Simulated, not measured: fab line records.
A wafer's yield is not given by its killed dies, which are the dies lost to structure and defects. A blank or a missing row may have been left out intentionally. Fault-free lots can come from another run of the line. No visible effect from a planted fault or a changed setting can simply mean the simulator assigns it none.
The tool behind it: which one?    flow gf180mcu    72 wafers from 24 lots sampled at 4 of the route's 602 steps

WHAT THE GAUGES SHOWED, per wafer
GF_DUAL_GATE_OVL_MEAS_11. Usual: DUAL_GATE_OVL gives -0.4 nm (standard deviation 1.6).
lot   measured      on          DUAL_GATE_OVL (nm)  flag
L074  day 8 05:35   overlay-01  0.3 0.8 -1.3        
L075  day 8 13:25   overlay-02  -0.7 -1.8 -0.4      
L076  day 8 21:37   overlay-01  -3.0 -3.4 -2.6      
L077  day 9 04:11   overlay-01  1.1 0.6 1.7         
L078  day 9 13:01   overlay-02  -0.8 0.1 -0.1       
L079  day 9 22:58   overlay-02  2.1 1.6 0.3         
L080  day 10 07:29  overlay-02  -1.0 -0.2 -1.3      
L081  day 10 13:28  overlay-01  0.6 0.7 -0.4        
L082  day 10 16:01  overlay-01  -2.0 -1.7 -1.7      
L083  day 10 20:18  overlay-01  -0.2 0.2 -0.7       
L084  day 11 01:13  overlay-02  -3.3 -2.0 -2.2      
L085  day 11 12:40  overlay-02  -1.3 0.2 0.6        
L086  day 11 18:44  overlay-02  -2.0 -2.0 -1.0      
L087  day 12 00:24  overlay-01  0.4 0.8 0.4         
L088  day 12 07:21  overlay-02  -0.2 -2.3 -2.3      
L089  day 12 14:33  overlay-02  -2.4 -3.6 -4.3      
L090  day 12 23:30  overlay-02  -0.6 -1.3 -0.4      
L091  day 13 03:31  overlay-01  -1.9 -1.9 -1.7      
L092  day 13 11:19  overlay-02  -0.6 -1.7 -1.0      
L093  day 13 20:43  overlay-01  1.7 2.3 2.8         
L094  day 14 04:19  overlay-01  0.9 1.4 3.0         
L095  day 14 07:36  overlay-02  1.5 -0.4 0.0        
L096  day 14 16:00  overlay-01  -0.7 0.5 -1.6       
L097  day 15 01:25  overlay-02  1.7 1.1 3.9         

GF_POLY_GATE_THK_MEAS_17. Usual: POLY_GATE_OXIDATION_THK gives 3.99 nm (standard deviation 0.072).
lot   measured      on            POLY_GATE_OXIDATION_THK (nm)  flag
L074  day 9 05:01   filmMetro-04  4.17 4.05 3.96                
L075  day 9 16:04   filmMetro-03  4.01 3.97 4.05                
L076  day 9 21:41   filmMetro-04  4.01 4.01 3.98                
L077  day 10 05:11  filmMetro-04  3.91 3.94 3.96                
L078  day 10 17:05  filmMetro-04  4.10 4.06 4.02                
L079  day 11 00:29  filmMetro-04  3.96 3.96 3.98                
L080  day 11 05:56  filmMetro-04  4.04 4.01 3.96                
L081  day 11 12:51  filmMetro-04  3.90 3.93 3.96                
L082  day 11 16:53  filmMetro-01  3.88 3.93 3.99                
L083  day 11 20:17  filmMetro-03  3.96 3.88 4.00                
L084  day 12 01:02  filmMetro-04  4.00 3.94 3.94                
L085  day 12 12:17  filmMetro-01  4.04 4.04 4.04                
L086  day 12 20:00  filmMetro-04  3.92 3.95 3.93                
L087  day 13 02:35  filmMetro-01  4.04 4.07 4.06                
L088  day 13 09:04  filmMetro-03  4.03 4.11 4.12                
L089  day 13 15:22  filmMetro-04  3.94 3.90 3.84                
L090  day 14 00:55  filmMetro-03  4.09 4.10 4.17                
L091  day 14 07:28  filmMetro-01  4.03 4.01 4.06                
L092  day 14 12:13  filmMetro-03  3.99 4.00 4.00                
L093  day 14 21:34  filmMetro-04  4.09 3.98 4.04                
L094  day 15 06:41  filmMetro-01  3.91 3.92 4.05                
L095  day 15 12:11  filmMetro-04  4.02 4.04 3.90                
L096  day 15 18:27  filmMetro-04  4.01 4.06 3.97                
L097  day 16 05:07  filmMetro-04  4.11 3.99 4.08                

GF_HV_LDD_OVL_MEAS_08. Usual: HV_LDD_OVL gives -0.1 nm (standard deviation 1.3).
lot   measured      on          HV_LDD_OVL (nm)  flag
L074  day 9 22:00   overlay-02  -1.3 -0.1 -0.8   
L075  day 10 08:52  overlay-01  -2.3 -2.8 -1.0   
L076  day 10 14:59  overlay-02  1.7 0.9 0.7      
L077  day 10 22:31  overlay-01  -2.1 -2.0 -0.8   
L078  day 11 11:16  overlay-01  0.6 -0.7 -0.7    
L079  day 11 18:52  overlay-01  1.4 1.6 2.9      
L080  day 12 00:31  overlay-02  1.0 1.3 1.8      
L081  day 12 07:46  overlay-02  -0.3 0.6 -0.1    
L082  day 12 12:19  overlay-02  -0.5 -2.4 -1.5   
L083  day 12 15:56  overlay-01  0.4 0.1 2.9      
L084  day 12 20:38  overlay-01  -1.9 -0.5 -0.8   
L085  day 13 08:05  overlay-02  -2.4 -1.9 -1.9   
L086  day 13 15:55  overlay-01  1.8 1.5 2.8      
L087  day 13 22:42  overlay-02  1.1 0.6 0.9      
L088  day 14 05:31  overlay-01  1.5 0.0 0.1      
L089  day 14 12:25  overlay-01  0.8 1.8 2.4      
L090  day 14 20:55  overlay-02  -0.1 -0.3 0.5    
L091  day 15 04:25  overlay-02  -0.6 -1.9 -1.5   
L092  day 15 09:05  overlay-01  1.9 2.3 1.4      
L093  day 15 18:52  overlay-02  -1.7 -2.4 -0.5   
L094  day 16 04:55  overlay-01  -1.4 -1.4 -0.9   
L095  day 16 10:56  overlay-01  -0.4 -1.6 -1.4   
L096  day 16 17:27  overlay-01  -1.1 -0.9 -0.5   
L097  day 17 04:23  overlay-01  -0.4 -0.7 -1.4   

WHICH TOOL RAN EACH LOT (tool, then ch and the chambers of the sampled wafers, then the start)
lot   GF_VT_IMPLANT_STRIP_09
L074  plasmaAsher-01 ch 1, day 5 14:53
L075  plasmaAsher-01 ch 1, day 5 21:32
L076  plasmaAsher-01 ch 0,1, day 6 03:08
L077  plasmaAsher-03 ch 0,1, day 6 08:58
L078  plasmaAsher-04 ch 0,1, day 6 17:02
L079  plasmaAsher-01 ch 0,1, day 6 22:02
L080  plasmaAsher-01 ch 0,1, day 7 02:08
L081  plasmaAsher-03 ch 0,1, day 7 13:01
L082  plasmaAsher-01 ch 0,1, day 7 16:20
L083  plasmaAsher-04 ch 0,1, day 7 20:16
L084  plasmaAsher-03 ch 0,1, day 8 02:56
L085  plasmaAsher-04 ch 0,1, day 8 11:47
L086  plasmaAsher-04 ch 0,1, day 8 16:16
L087  plasmaAsher-04 ch 0,1, day 8 23:35
L088  plasmaAsher-04 ch 0,1, day 9 05:20
L089  plasmaAsher-04 ch 0,1, day 9 10:59
L090  plasmaAsher-01 ch 0,1, day 9 18:14
L091  plasmaAsher-03 ch 1, day 9 23:35
L092  plasmaAsher-01 ch 0,1, day 10 05:08
L093  plasmaAsher-03 ch 0,1, day 10 12:59
L094  plasmaAsher-04 ch 0, day 10 18:50
L095  plasmaAsher-01 ch 0,1, day 10 22:26
L096  plasmaAsher-01 ch 0,1, day 11 06:58
L097  plasmaAsher-03 ch 0,1, day 11 14:53
- GF_VT_IMPLANT_STRIP_09: strips in O2/N2.

WHAT THE TOOLS THEMSELVES READ (means of the sampled wafers that have a number; where no wafer has one, the mark that the record gives instead)
GF_VT_IMPLANT_STRIP_09. Usual: drypumpMotorCurrentA 5.7 A, standard deviation 0.43; heaterPowerW 313 W, standard deviation 48; oesProductAu 0.716 a.u., standard deviation 0.0048; stripTimeToEndpointS 12.61 s, standard deviation 0.037.
lot   tool            drypumpMotorCurrentA (A)  heaterPowerW (W)  oesProductAu (a.u.)  stripTimeToEndpointS (s)  flag
L074  plasmaAsher-01  5.7                       359               0.717                12.58                     
L075  plasmaAsher-01  5.7                       363               0.715                12.63                     
L076  plasmaAsher-01  5.8                       317               0.712                12.58                     
L077  plasmaAsher-03  6.1                       356               0.715                12.61                     
L078  plasmaAsher-04  5.3                       299               0.713                12.65                     
L079  plasmaAsher-01  5.7                       319               0.719                12.58                     
L080  plasmaAsher-01  5.7                       322               0.716                12.59                     
L081  plasmaAsher-03  6.1                       357               0.714                12.64                     
L082  plasmaAsher-01  5.7                       322               0.720                12.71                     
L083  plasmaAsher-04  5.2                       295               0.714                12.59                     
L084  plasmaAsher-03  6.1                       358               0.717                12.58                     
L085  plasmaAsher-04  5.3                       297               0.716                12.63                     
L086  plasmaAsher-04  5.2                       301               0.712                12.60                     
L087  plasmaAsher-04  5.2                       294               0.718                12.64                     
L088  plasmaAsher-04  5.6                       285               0.714                12.59                     
L089  plasmaAsher-04  5.3                       300               0.720                12.57                     
L090  plasmaAsher-01  5.7                       284               0.715                12.59                     
L091  plasmaAsher-03  6.3                       352               0.713                12.63                     
L092  plasmaAsher-01  5.8                       283               0.717                12.62                     
L093  plasmaAsher-03  5.9                       363               0.718                12.61                     
L094  plasmaAsher-04  6.0                       261               0.713                12.65                     
L095  plasmaAsher-01  5.8                       320               0.715                12.65                     
L096  plasmaAsher-01  5.8                       291               0.713                12.62                     
L097  plasmaAsher-03  5.9                       359               0.717                12.65                     

THE ANSWER, worked out from the rows above alone
Rule: take the mean of a lot's wafers that have a number; if it is more than 3 standard deviations from the usual mean, the lot is off. Also off: a lot with no number at a reading for which 4 or more lots have one. Where the step has rows for the other lots, those lots are counted as sound. The gauges are gone through in route order, then the tools' own readings, and for those a lot's mean is taken as printed above. At the first step where some lot is off, the reading lying furthest off is the one used; lots without a number count as furthest.
No lot is off at any reading shown: from this, nothing can be told.

WHAT WAS PUT IN BY THE SIMULATOR
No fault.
